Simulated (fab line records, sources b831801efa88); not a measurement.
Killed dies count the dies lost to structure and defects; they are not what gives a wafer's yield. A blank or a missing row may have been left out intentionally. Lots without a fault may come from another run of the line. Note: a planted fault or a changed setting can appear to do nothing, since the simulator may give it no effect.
Which of the tools did it? / flow gf180mcu / 13 lots, 39 wafers sampled, at 4 steps of a route of 602

## WHAT THE GAUGES SHOWED, per wafer
GF_NSD_TW_MEAS_12. Usual: NSD_TW typically reads 4235, with standard deviation 22.
lot=L476; measured=day 14 13:48; on=filmMetro-04; NSD_TW=4280 4271 4279; flag=
lot=L477; measured=day 14 15:14; on=filmMetro-04; NSD_TW=4245 4236 4250; flag=
lot=L480; measured=day 15 10:11; on=filmMetro-04; NSD_TW=4237 4249 4260; flag=
lot=L481; measured=day 15 22:01; on=filmMetro-01; NSD_TW=4240 4222 4235; flag=
lot=L482; measured=day 16 15:55; on=filmMetro-03; NSD_TW=4230 4246 4245; flag=
lot=L483; measured=day 16 15:30; on=filmMetro-04; NSD_TW=4220 4228 4241; flag=
lot=L485; measured=day 17 04:54; on=filmMetro-01; NSD_TW=4177 4202 4212; flag=
lot=L486; measured=day 17 08:36; on=filmMetro-03; NSD_TW=4212 4203 4190; flag=
lot=L487; measured=day 18 04:00; on=filmMetro-03; NSD_TW=4243 4252 4247; flag=
lot=L491; measured=day 19 12:29; on=filmMetro-03; NSD_TW=4194 4208 4217; flag=
lot=L494; measured=day 20 13:51; on=filmMetro-04; NSD_TW=4240 4263 4215; flag=
lot=L495; measured=day 20 19:30; on=filmMetro-04; NSD_TW=4214 4232 4243; flag=
lot=L496; measured=day 20 23:48; on=filmMetro-01; NSD_TW=4232 4210 4249; flag=

GF_SAB_CD_MEAS_09: target cd 420 nm. Usual: 419.9 nm for cdNm, sd 2.1.
lot=L476; measured=day 16 08:29; on=cdSem-01; cdNm (nm)=420.3 419.9 421.2; flag=
lot=L477; measured=day 16 10:07; on=cdSem-02; cdNm (nm)=419.7 419.0 418.0; flag=
lot=L480; measured=day 17 07:13; on=cdSem-02; cdNm (nm)=422.2 420.4 424.4; flag=
lot=L481; measured=day 17 19:45; on=cdSem-01; cdNm (nm)=423.3 422.9 422.2; flag=
lot=L482; measured=day 18 14:28; on=cdSem-02; cdNm (nm)=418.0 421.0 418.1; flag=
lot=L483; measured=day 18 14:13; on=cdSem-01; cdNm (nm)=417.4 416.3 418.1; flag=
lot=L485; measured=day 19 04:59; on=cdSem-01; cdNm (nm)=420.5 422.9 420.3; flag=
lot=L486; measured=day 19 09:04; on=cdSem-02; cdNm (nm)=419.4 418.2 419.6; flag=
lot=L487; measured=day 20 03:52; on=cdSem-01; cdNm (nm)=420.1 420.0 422.4; flag=
lot=L491; measured=day 21 13:07; on=cdSem-01; cdNm (nm)=420.0 419.9 419.5; flag=
lot=L494; measured=day 22 13:48; on=cdSem-02; cdNm (nm)=419.1 415.5 418.1; flag=
lot=L495; measured=day 22 19:10; on=cdSem-02; cdNm (nm)=415.0 416.6 415.6; flag=
lot=L496; measured=day 22 22:40; on=cdSem-02; cdNm (nm)=419.3 419.2 419.3; flag=

## WHAT TOOL EACH LOT RAN ON (gives the tool, then ch and the chambers of the sampled wafers, and finally the start)
lot=L476; GF_MVSD_EXPOSE_04=ilineStepper-01 ch 0, day 4 23:49; GF_POLY_GATE_ETCH_12=rieDiel-02 ch 0,1,3, day 10 05:49
lot=L477; GF_MVSD_EXPOSE_04=ilineStepper-01 ch 0, day 4 23:57; GF_POLY_GATE_ETCH_12=rieDiel-03 ch 1,2, day 10 06:00
lot=L480; GF_MVSD_EXPOSE_04=ilineStepper-01 ch 0, day 5 16:40; GF_POLY_GATE_ETCH_12=rieDiel-03 ch 0,2, day 10 23:09
lot=L481; GF_MVSD_EXPOSE_04=ilineStepper-02 ch 0, day 6 00:14; GF_POLY_GATE_ETCH_12=rieDiel-02 ch 0,1,2, day 11 09:56
lot=L482; GF_MVSD_EXPOSE_04=ilineStepper-02 ch 0, day 6 08:58; GF_POLY_GATE_ETCH_12=rieDiel-02 ch 0,2, day 11 23:45
lot=L483; GF_MVSD_EXPOSE_04=ilineStepper-01 ch 0, day 6 09:11; GF_POLY_GATE_ETCH_12=rieDiel-04 ch 0,1, day 11 23:46
lot=L485; GF_MVSD_EXPOSE_04=ilineStepper-02 ch 0, day 6 17:57; GF_POLY_GATE_ETCH_12=rieDiel-04 ch 0,1,3, day 12 12:15
lot=L486; GF_MVSD_EXPOSE_04=ilineStepper-02 ch 0, day 7 01:34; GF_POLY_GATE_ETCH_12=rieDiel-04 ch 0,1, day 12 17:44
lot=L487; GF_MVSD_EXPOSE_04=ilineStepper-01 ch 0, day 7 10:34; GF_POLY_GATE_ETCH_12=rieDiel-04 ch 0,1,3, day 13 07:06
lot=L491; GF_MVSD_EXPOSE_04=ilineStepper-02 ch 0, day 8 10:44; GF_POLY_GATE_ETCH_12=rieDiel-02 ch 0,1,2, day 14 14:14
lot=L494; GF_MVSD_EXPOSE_04=ilineStepper-01 ch 0, day 9 03:44; GF_POLY_GATE_ETCH_12=rieDiel-03 ch 0,1,3, day 15 09:08
lot=L495; GF_MVSD_EXPOSE_04=ilineStepper-02 ch 0, day 9 06:41; GF_POLY_GATE_ETCH_12=rieDiel-03 ch 0,1,3, day 15 14:27
lot=L496; GF_MVSD_EXPOSE_04=ilineStepper-02 ch 0, day 9 07:58; GF_POLY_GATE_ETCH_12=rieDiel-02 ch 1,2, day 15 17:54
- GF_MVSD_EXPOSE_04: exposes mask MVSD, target cd 1000 nm.
- GF_POLY_GATE_ETCH_12: etches BARC in N2/H2.

## AS READ BY THE TOOLS THEMSELVES (means over the sampled wafers that have a number; for cases with no such wafer, the mark the record gives instead)
GF_MVSD_EXPOSE_04. Usual: 260.07 for exposureDoseMJCm2, sd 0.24.
lot=L476 tool=ilineStepper-01 exposureDoseMJCm2=259.96 flag=
lot=L477 tool=ilineStepper-01 exposureDoseMJCm2=260.13 flag=
lot=L480 tool=ilineStepper-01 exposureDoseMJCm2=260.07 flag=
lot=L481 tool=ilineStepper-02 exposureDoseMJCm2=260.02 flag=
lot=L482 tool=ilineStepper-02 exposureDoseMJCm2=260.05 flag=
lot=L483 tool=ilineStepper-01 exposureDoseMJCm2=259.98 flag=
lot=L485 tool=ilineStepper-02 exposureDoseMJCm2=260.05 flag=
lot=L486 tool=ilineStepper-02 exposureDoseMJCm2=259.82 flag=
lot=L487 tool=ilineStepper-01 exposureDoseMJCm2=260.25 flag=
lot=L491 tool=ilineStepper-02 exposureDoseMJCm2=259.87 flag=
lot=L494 tool=ilineStepper-01 exposureDoseMJCm2=259.95 flag=
lot=L495 tool=ilineStepper-02 exposureDoseMJCm2=260.30 flag=
lot=L496 tool=ilineStepper-02 exposureDoseMJCm2=259.98 flag=

GF_POLY_GATE_ETCH_12. Usual: drypumpMotorCurrentA 5.9 A, standard deviation 0.33; oesProductAu 0.736 a.u., standard deviation 0.0047; throttleValvePct 13.215 %, standard deviation 0.0091.
lot=L476; tool=rieDiel-02; drypumpMotorCurrentA (A)=6.1; oesProductAu (a.u.)=0.735; throttleValvePct (%)=13.220; flag=
lot=L477; tool=rieDiel-03; drypumpMotorCurrentA (A)=5.8; oesProductAu (a.u.)=0.734; throttleValvePct (%)=13.208; flag=
lot=L480; tool=rieDiel-03; drypumpMotorCurrentA (A)=5.9; oesProductAu (a.u.)=0.734; throttleValvePct (%)=13.219; flag=
lot=L481; tool=rieDiel-02; drypumpMotorCurrentA (A)=5.9; oesProductAu (a.u.)=0.735; throttleValvePct (%)=13.211; flag=
lot=L482; tool=rieDiel-02; drypumpMotorCurrentA (A)=5.6; oesProductAu (a.u.)=0.734; throttleValvePct (%)=13.216; flag=
lot=L483; tool=rieDiel-04; drypumpMotorCurrentA (A)=6.0; oesProductAu (a.u.)=0.735; throttleValvePct (%)=13.214; flag=
lot=L485; tool=rieDiel-04; drypumpMotorCurrentA (A)=5.7; oesProductAu (a.u.)=0.735; throttleValvePct (%)=13.220; flag=
lot=L486; tool=rieDiel-04; drypumpMotorCurrentA (A)=6.0; oesProductAu (a.u.)=0.734; throttleValvePct (%)=13.213; flag=
lot=L487; tool=rieDiel-04; drypumpMotorCurrentA (A)=5.7; oesProductAu (a.u.)=0.732; throttleValvePct (%)=13.209; flag=
lot=L491; tool=rieDiel-02; drypumpMotorCurrentA (A)=5.9; oesProductAu (a.u.)=0.737; throttleValvePct (%)=13.210; flag=
lot=L494; tool=rieDiel-03; drypumpMotorCurrentA (A)=5.7; oesProductAu (a.u.)=0.736; throttleValvePct (%)=13.220; flag=
lot=L495; tool=rieDiel-03; drypumpMotorCurrentA (A)=5.7; oesProductAu (a.u.)=0.738; throttleValvePct (%)=13.209; flag=
lot=L496; tool=rieDiel-02; drypumpMotorCurrentA (A)=5.9; oesProductAu (a.u.)=0.746; throttleValvePct (%)=13.220; flag=

## THE ANSWER, worked out from the rows above alone
Rule: a lot counts as off when the mean over its wafers that have a number is more than 3 standard deviations away from the usual mean. Also off: a lot with no number at a reading for which 4 or more lots have one. The other lots that the step has rows for count as sound. Order of review: gauges by route order, followed by the tools' own readings, for which a lot's mean as printed above is used. The first step at which some lot is off is used, and at that step the reading that is off furthest; a lot without a number counts as furthest.
No lot is off at any reading shown: from this, nothing can be told.

## WHAT WAS PUT IN BY THE SIMULATOR
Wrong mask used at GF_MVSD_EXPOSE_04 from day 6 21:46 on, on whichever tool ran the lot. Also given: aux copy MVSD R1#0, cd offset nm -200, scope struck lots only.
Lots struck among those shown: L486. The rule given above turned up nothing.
